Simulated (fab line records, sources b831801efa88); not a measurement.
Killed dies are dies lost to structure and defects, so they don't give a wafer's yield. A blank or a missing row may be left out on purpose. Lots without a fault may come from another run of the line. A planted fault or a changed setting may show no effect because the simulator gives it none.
fab line records | flow sky130
record lots=12 wafers=36 last_day=50
route steps=708 shown METAL3@566 VIA3@575 METAL5@665 PAD_OPEN@708
lots that met no fault: from a run of the same line without faults
start_h: hours from the record's first day to the start of the lot's first wafer shown | wait_h: hours since the lot's step before | " the same as in the row above | L1.1+2: a row that stands for several wafers | - no value, or no start given | * or withheld: withheld | < > ~ a bound
route shown NAME@n: a module of which the file shows steps, and the number in the route of the first | usual: mean/standard deviation of fault-free wafers | same: alike in all rows | chamber/n: place in a boat | sites: the reading at each site | _std_site: their standard deviation | _edge_site: outer sites' mean less inner sites' | radius_mm: how far each site lies from the wafer's centre | mask NAME#n: copy n | behind: the tool/chamber that last shaped the wafer | hold: why the lot was held/for how many hours/how that ended | device: the transistor (n, p or np) that didn't switch | end of line: the same wafers' tests at the end of the route | a step without rows: its recipe alone | killed: dies lost to structure and defects at the first sort, not the wafer's yield | map: a wafer's dies, x killed, . not, _ none there
set.NAME: the setting as run; set.NAME@STEP: as run at that earlier step | model.NAME: the simulator's own value behind a step, which no gauge read
steps of the route over a sample of lots; a table a step, a row a wafer
services: from which hour (start_h, from the record's first day; less than 0 if before it) a tool's chamber was out of use, for how many hours, and why
## steps
# step SKY_METAL3_ETCH_16
# recipe chemistry=N2/H2 target=BARC ion_energy_ev=200 bias_w=100 pressure_mtorr=30 n2_flow_sccm=100 h2_flow_sccm=200 icp_w=500 stop_on=SiO2 time_s=88.2 target_depth_a=600
# usual drypump_motor_current_A=5.9/0.48 oes_product_au=0.625/0.005 throttle_valve_pct=13.205/0.009
# columns lot.wafer tool chamber start_h wait_h drypump_motor_current_A oes_product_au rf_hours_counter_h throttle_valve_pct
L199.2 rie_metal-03 0 898.45 0.0 6.0 0.623 15 13.204
L199.3 " 0 " " 6.0 0.633 - 13.212
L199.6 " 1 " " 6.0 0.628 - 13.218
L200.1 rie_metal-03 1 900.86 0.0 6.0 0.617 4 13.207
L200.3 " 0 " " 6.0 0.626 - 13.210
L200.4 " 1 " " 6.0 0.625 - 13.196
L201.1 rie_metal-03 0 902.15 0.0 6.0 0.617 16 13.194
L201.2 " 1 " " 6.1 0.622 5 13.211
L201.5 " 1 " " 6.0 0.621 - 13.179
L203.1 rie_metal-04 1 941.38 0.0 4.8 0.616 17 13.202
L203.2 " 0 " " 6.0 0.632 6 13.204
L203.5 " 1 " " 4.8 0.615 - 13.203
L205.1 rie_metal-02 0 995.09 0.0 5.5 0.626 19 13.203
L205.4 " 1 " " 6.5 0.624 - 13.188
L205.6 " 1 " " 6.5 0.620 - 13.202
L206.1 rie_metal-02 1 998.13 0.0 6.5 0.620 19 13.213
L206.2 " 0 " " 5.5 0.628 19 13.211
L206.4 " 0 " " 5.5 0.632 - 13.201
L210.3 rie_metal-02 0 999.23 0.0 5.5 0.623 - 13.204
L210.5 " 0 " " 5.5 0.620 - 13.209
L210.6 " 1 " " 6.5 0.627 - 13.189
L212.2 rie_metal-04 1 1000.54 0.0 4.8 0.628 2 13.208
L212.5 " 1 " " 4.8 0.618 - 13.204
L212.6 " 0 " " 5.9 0.626 - 13.207
L214.1 rie_metal-03 1 1001.83 0.0 6.1 0.623 12 13.206
L214.2 " 0 " " 6.0 0.623 2 13.210
L214.4 " 0 " " 6.0 0.624 - 13.211
L215.2 rie_metal-03 0 1014.89 0.0 6.0 0.628 2 13.196
L215.4 " 1 " " 6.0 0.620 - 13.197
L215.6 " 0 " " 6.0 0.624 - 13.204
L218.1 rie_metal-03 0 1029.88 0.0 6.0 0.612 3 13.195
L218.2 " 1 " " 6.0 0.625 13 13.206
L218.3 " 1 " " 6.0 0.621 - 13.207
L222.1 rie_metal-04 0 1069.14 0.0 6.0 0.630 14 13.212
L222.3 " 1 " " 4.8 0.629 - 13.202
L222.4 " 0 " " 6.0 0.617 - 13.198
# step SKY_VIA3_CMP_02
# recipe material=SiO2 down_force_psi=4 platen_rpm=60 pad_velocity_m_s=0.94248
# usual motor_current_A=11.5/0.73 slurry_filter_dp_kPa=13.49/0.12
# columns lot.wafer tool chamber start_h wait_h motor_current_A slurry_filter_dp_kPa
L199.3 cmp-02 1 899.66 0.1 10.7 13.75
L199.2 " 3 " " 12.0 13.50
L199.6 " 0 " " 12.3 13.34
L200.4 cmp-02 2 902.07 0.1 9.9 13.61
L200.1 " 3 " " 11.0 13.63
L200.3 " 0 " " 11.4 13.61
L201.1 cmp-02 2 903.31 0.1 10.1 13.71
L201.2 " 0 " " 12.6 13.27
L201.5 " 2 " " 10.0 13.59
L203.1 cmp-01 0 942.68 0.1 11.6 13.57
L203.2 " 1 " " 12.7 13.30
L203.5 " 3 " " 12.0 13.42
L205.1 cmp-01 1 996.26 0.1 12.1 13.46
L205.4 " 2 " " 11.2 13.58
L205.6 " 0 " " 11.6 13.53
L206.2 cmp-01 3 999.28 0.0 12.2 13.52
L206.4 " 0 " " 11.8 13.62
L206.1 " 2 " " 11.2 13.19
L210.3 cmp-01 0 1000.36 0.1 11.4 13.52
L210.6 " 3 " " 12.2 13.45
L210.5 " 0 " " 10.9 13.19
L212.2 cmp-02 3 1001.88 0.2 11.2 13.53
L212.5 " 2 " " 10.8 13.61
L212.6 " 3 " " 11.5 13.39
L214.4 cmp-01 2 1002.95 0.0 12.0 13.33
L214.1 " 0 " " 11.8 13.47
L214.2 " 1 " " 13.3 13.52
L215.2 cmp-02 0 1016.06 0.1 11.9 13.34
L215.4 " 1 " " 11.8 13.48
L215.6 " 3 " " 11.2 13.51
L218.2 cmp-02 2 1031.04 0.0 10.3 13.58
L218.1 " 0 " " 12.3 13.36
L218.3 " 1 " " 11.2 13.55
L222.4 cmp-01 0 1070.53 0.1 11.5 13.57
L222.3 " 1 " " 12.5 13.66
L222.1 " 2 " " 11.5 13.47
# step SKY_VIA3_OVL_MEAS_13
# usual VIA3_OVL=-4/5.1
# columns lot.wafer tool chamber start_h wait_h VIA3_OVL[nm]
L199.2 overlay-01 - 925.66 0.1 -12
L199.3 " - " " -11
L199.6 " - " " -9
L200.1 overlay-02 - 928.61 0.1 0
L200.3 " - " " 0
L200.4 " - " " -1
L201.1 overlay-02 - 929.53 0.1 -14
L201.2 " - " " -6
L201.5 " - " " -15
L203.1 overlay-01 - 967.08 0.1 10
L203.2 " - " " 5
L203.5 " - " " 5
L205.1 overlay-01 - 1019.86 0.1 -7
L205.4 " - " " 1
L205.6 " - " " -2
L206.1 overlay-01 - 1023.53 0.1 3
L206.2 " - " " -2
L206.4 " - " " -2
L210.3 overlay-02 - 1024.47 0.1 0
L210.5 " - " " -5
L210.6 " - " " -5
L212.2 overlay-01 - 1026.43 0.1 -6
L212.5 " - " " -2
L212.6 " - " " 0
L214.1 overlay-01 - 1027.43 0.1 -3
L214.2 " - " " -2
L214.4 " - " " 4
L215.2 overlay-01 - 1038.39 0.1 -11
L215.4 " - " " -5
L215.6 " - " " -16
L218.1 overlay-01 - 1052.68 0.1 -1
L218.2 " - " " -3
L218.3 " - " " -3
L222.1 overlay-01 - 1091.98 0.1 -3
L222.3 " - " " -4
L222.4 " - " " 0
# step SKY_METAL5_SPUTTER_04
# recipe material=TiN target_thk_nm=70 power_w=6500 time_s=58.3 chamber_pressure_pa=0.4
# usual cathode_dc_power_W=6500.1/1.1 throttle_valve_pct=30.2/1.1
# columns lot.wafer tool chamber start_h wait_h cathode_dc_power_W throttle_valve_pct
L199.2 pvd_sputter-04 - 1001.65 0.0 6499.5 29.6
L199.3 " - " " 6499.6 30.7
L199.6 " - " " 6501.3 31.4
L200.1 pvd_sputter-02 - 1006.07 0.0 6501.2 29.5
L200.3 " - " " 6501.6 28.1
L200.4 " - " " 6500.0 29.3
L201.1 pvd_sputter-04 - 1006.88 0.0 6500.0 30.8
L201.2 " - " " 6500.3 31.5
L201.5 " - " " 6499.5 29.9
L203.1 pvd_sputter-04 - 1041.52 0.0 6499.6 29.6
L203.2 " - " " 6499.7 30.1
L203.5 " - " " 6499.8 30.8
L205.1 pvd_sputter-04 - 1089.81 0.0 6499.3 31.3
L205.4 " - " " 6500.3 30.1
L205.6 " - " " 6499.0 29.5
L206.1 pvd_sputter-03 - 1093.37 0.0 6501.7 32.3
L206.2 " - " " 6499.5 30.5
L206.4 " - " " 6498.9 29.5
L210.3 pvd_sputter-04 - 1094.82 0.0 6498.8 31.0
L210.5 " - " " 6500.1 30.1
L210.6 " - " " 6502.4 29.4
L212.2 pvd_sputter-04 - 1096.14 0.0 6498.7 30.3
L212.5 " - " " 6499.6 30.0
L212.6 " - " " 6498.9 31.2
L214.1 pvd_sputter-04 - 1097.34 0.0 6499.7 31.4
L214.2 " - " " 6500.0 29.5
L214.4 " - " " 6501.7 30.9
L215.2 pvd_sputter-04 - 1106.77 0.0 6173.4 31.2
L215.4 " - " " 6172.6 31.3
L215.6 " - " " 6171.5 31.0
L218.1 pvd_sputter-04 - 1119.95 0.0 6171.1 29.6
L218.2 " - " " 6171.6 31.1
L218.3 " - " " 6172.1 30.8
L222.1 pvd_sputter-03 - 1155.24 0.0 6499.7 32.4
L222.3 " - " " 6501.2 29.5
L222.4 " - " " 6499.0 29.2
# step SKY_PAD_OPEN_PROBE_99
# usual defect_limited_yield=82.5/2 killed_at_M0_to_M3=43/7.3 killed_at_M4_up=3.5/2.2 killed_at_contacts=24/5.3 killed_at_front_end=15/4.2 killed_at_other=0.3/0.67 killed_dies=86/9.8 killed_open=47/7.2 killed_short=39/6.5 sort_bin_3_pad_short=0.9/0.42 sort_bin_5_function=10.4/1.5 sort_bin_6_memory=6.3/1.2 sort_bin_8_speed=0.00/0.038 sort_n_pass=406/9.9 sort_yield_pct=82.5/2
# same gross_dies=492 killed_at_back_side=0 sort_bin_4_leakage[%]=0
# columns lot.wafer tool chamber start_h wait_h defect_limited_yield[%] killed_at_M0_to_M3 killed_at_M4_up killed_at_contacts killed_at_front_end killed_at_other killed_dies killed_open killed_short sort_bin_3_pad_short[%] sort_bin_5_function[%] sort_bin_6_memory[%] sort_bin_8_speed[%] sort_n_pass sort_yield_pct[%]
L203.1 prober-01 - 1107.47 0.1 81.9 46 0 30 13 0 89 46 43 0.8 9.3 7.9 0 403 81.9
L203.2 prober-01 - 1107.52 0.1 83.1 34 2 29 18 0 83 50 31 0.8 10.6 5.5 0 409 83.1
L203.5 prober-01 - 1107.67 0.2 82.3 41 3 31 12 0 87 42 45 1.2 9.3 7.1 0 405 82.3
L206.1 prober-01 - 1155.61 0.1 83.1 41 5 19 18 0 83 48 35 0.8 11.4 4.7 0 409 83.1
L206.2 prober-01 - 1155.66 0.1 82.5 50 3 21 12 0 86 47 39 1.0 9.1 7.3 0 406 82.5
L206.4 prober-01 - 1155.76 0.2 86.4 39 2 19 7 0 67 29 38 0.8 7.5 5.3 0 425 86.4
L212.2 prober-02 - 1158.66 0.1 86.0 34 1 18 16 0 69 38 31 0.4 7.5 6.1 0 423 86.0
L212.5 prober-02 - 1158.81 0.2 84.8 40 0 22 13 0 75 44 31 1.2 10.0 4.1 0 417 84.8
L212.6 prober-02 - 1158.86 0.2 84.1 45 4 16 13 0 78 37 41 0.6 8.3 6.9 0 414 84.1
L214.1 prober-01 - 1160.11 0.1 81.1 47 2 29 14 1 93 54 39 0.6 11.0 7.3 0 399 81.1
L214.2 prober-01 - 1160.16 0.1 83.7 30 6 25 18 1 80 39 41 0.4 10.2 5.7 0 412 83.7
L214.4 prober-01 - 1160.26 0.2 83.9 34 6 20 19 0 79 43 35 0.2 9.1 6.7 0 413 83.9
L218.1 prober-02 - 1178.90 0.1 81.3 59 6 15 12 0 92 43 49 1.2 11.0 6.5 0 400 81.3
L218.2 prober-02 - 1178.95 0.1 82.9 43 7 23 11 0 84 41 43 1.0 10.8 5.3 0 408 82.9
L218.3 prober-02 - 1179.00 0.2 76.8 62 4 28 20 0 114 70 44 1.4 12.8 8.9 0 378 76.8
# killed by level:class
L203.1 CONTACT:geometric_particle:open=15 VIA1:geometric_particle:open=9 VIA1:geometric_particle:short=8 LI_CONTACT:geometric_particle:open=7 FIELD_ISO:geometric_particle:short=6 METAL1:geometric_particle:short=6 LOCAL_INTERCONNECT:geometric_particle:short=5 VIA3:geometric_particle:short=5
L203.2 CONTACT:geometric_particle:open=16 VIA1:geometric_particle:open=10 VIA2:geometric_particle:open=7 POLY_GATE:geometric_particle:short=6 LI_CONTACT:geometric_particle:open=5 LOCAL_INTERCONNECT:geometric_particle:short=4 VIA2:geometric_particle:short=4 VIA3:geometric_particle:open=4
L203.5 CONTACT:geometric_particle:open=11 VIA1:geometric_particle:short=8 LI_CONTACT:geometric_particle:open=7 VIA1:geometric_particle:open=6 POLY_GATE:geometric_particle:short=6 CONTACT:geometric_particle:short=6 METAL1:geometric_particle:short=5 VIA3:geometric_particle:open=5
L206.1 VIA1:geometric_particle:open=16 FIELD_ISO:geometric_particle:short=9 VIA2:geometric_particle:open=8 CONTACT:geometric_particle:open=5 LI_CONTACT:geometric_particle:open=5 METAL4:geometric_particle:short=5 METAL2:geometric_particle:short=4 LOCAL_INTERCONNECT:geometric_particle:open=3
L206.2 VIA1:geometric_particle:open=13 LOCAL_INTERCONNECT:geometric_particle:short=8 VIA2:geometric_particle:open=6 VIA2:geometric_particle:short=5 LI_CONTACT:geometric_particle:open=5 VIA3:geometric_particle:open=5 CONTACT:geometric_particle:open=4 VIA1:geometric_particle:short=4
L206.4 METAL2:geometric_particle:short=10 VIA1:geometric_particle:open=7 CONTACT:geometric_particle:open=6 LOCAL_INTERCONNECT:geometric_particle:short=4 VIA1:geometric_particle:short=4 VIA2:geometric_particle:open=4 METAL3:geometric_particle:short=4 LI_CONTACT:geometric_particle:open=3
L212.2 LI_CONTACT:geometric_particle:open=8 METAL2:geometric_particle:short=6 VIA2:geometric_particle:open=5 METAL3:geometric_particle:short=5 VIA3:geometric_particle:open=5 VIA3:geometric_particle:short=5 FIELD_ISO:geometric_particle:open=4 FIELD_ISO:geometric_particle:short=4
L212.5 VIA1:geometric_particle:open=10 LI_CONTACT:geometric_particle:open=8 VIA3:geometric_particle:open=8 POLY_GATE:geometric_particle:short=5 VIA2:geometric_particle:open=5 VIA3:geometric_particle:short=5 CONTACT:geometric_particle:open=4 LOCAL_INTERCONNECT:geometric_particle:short=4
L212.6 VIA3:geometric_particle:open=11 METAL2:geometric_particle:short=10 LI_CONTACT:geometric_particle:open=7 VIA3:geometric_particle:short=6 VIA2:geometric_particle:open=5 FIELD_ISO:geometric_particle:short=4 LOCAL_INTERCONNECT:geometric_particle:short=4 VIA1:geometric_particle:open=4
L214.1 CONTACT:geometric_particle:open=13 VIA1:geometric_particle:open=11 VIA2:geometric_particle:open=8 CONTACT:geometric_particle:short=6 METAL1:geometric_particle:short=6 VIA1:geometric_particle:short=6 FIELD_ISO:geometric_particle:open=5 VIA3:geometric_particle:open=5
L214.2 LI_CONTACT:geometric_particle:open=10 CONTACT:geometric_particle:open=9 VIA1:geometric_particle:open=6 METAL2:geometric_particle:short=6 FIELD_ISO:geometric_particle:open=5 FIELD_ISO:geometric_particle:short=4 POLY_GATE:geometric_particle:short=4 METAL1:geometric_particle:short=4
L214.4 CONTACT:geometric_particle:open=9 POLY_GATE:geometric_particle:open=7 VIA1:geometric_particle:open=7 VIA2:geometric_particle:open=5 METAL1:geometric_particle:short=5 METAL2:geometric_particle:short=5 POLY_GATE:geometric_particle:short=4 CONTACT:geometric_particle:short=4
L218.1 VIA1:geometric_particle:short=14 VIA2:geometric_particle:open=9 VIA1:geometric_particle:open=9 VIA3:geometric_particle:open=9 CONTACT:geometric_particle:open=7 METAL4:geometric_particle:short=5 VIA2:geometric_particle:short=5 FIELD_ISO:geometric_particle:short=4
L218.2 VIA1:geometric_particle:open=11 LI_CONTACT:geometric_particle:open=8 METAL2:geometric_particle:short=7 CONTACT:geometric_particle:open=6 METAL4:geometric_particle:short=6 CONTACT:geometric_particle:short=5 VIA1:geometric_particle:short=5 METAL1:geometric_particle:short=4
L218.3 VIA1:geometric_particle:open=15 CONTACT:geometric_particle:open=12 VIA2:geometric_particle:open=10 FIELD_ISO:geometric_particle:open=7 LI_CONTACT:geometric_particle:open=7 METAL2:geometric_particle:short=7 VIA3:geometric_particle:open=7 METAL1:geometric_particle:short=7
## services
# columns tool chamber start_h hours kind
cmp-02 - 879.76 5.4 pm
rie_metal-04 - 880.29 0.5 repair
rie_metal-04 - 881.72 28.1 pm
cmp-02 - 893.88 2.5 repair
rie_metal-02 - 895.75 28.1 pm
cmp-02 - 906.78 0.3 repair
rie_metal-03 0 909.41 6.1 repair
cmp-02 - 912.17 4.0 pm
cmp-01 - 919.87 3.5 pm
cmp-01 - 931.72 4.6 repair
pvd_sputter-04 - 933.35 0.9 repair
rie_metal-02 1 933.43 8.3 repair
cmp-02 - 950.31 4.1 repair
pvd_sputter-04 - 967.48 2.1 repair
cmp-02 - 996.56 0.8 repair
cmp-02 - 1018.82 0.3 repair
rie_metal-02 - 1079.06 0.1 repair
cmp-01 - 1084.08 4.0 pm
cmp-02 - 1095.14 2.9 repair
cmp-01 - 1098.12 4.1 pm
cmp-02 - 1117.37 1.2 repair
cmp-02 - 1117.78 1.3 repair
rie_metal-04 1 1130.16 12.6 repair
cmp-02 - 1142.07 4.1 repair
## key
first_sign step=SKY_METAL5_SPUTTER_04 reading=cathode_dc_power_W direction=down sigmas=99+ usual=6500.1 struck=6172.1
effect none on later readings
met_at SKY_METAL5_SPUTTER_04
struck_lots L215,L218
not_acting_at SKY_METAL3_ETCH_16,SKY_VIA3_CMP_02,SKY_VIA3_OVL_MEAS_13
onset_between 1097.34 1106.77
fault kind=process_parameter_drift tool=pvd_sputter-04 chamber=- onset_h=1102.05 steps=SKY_METAL5_SPUTTER_04 channel=power_w offset=* shape=step end_h=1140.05 acts_in=* stated=*
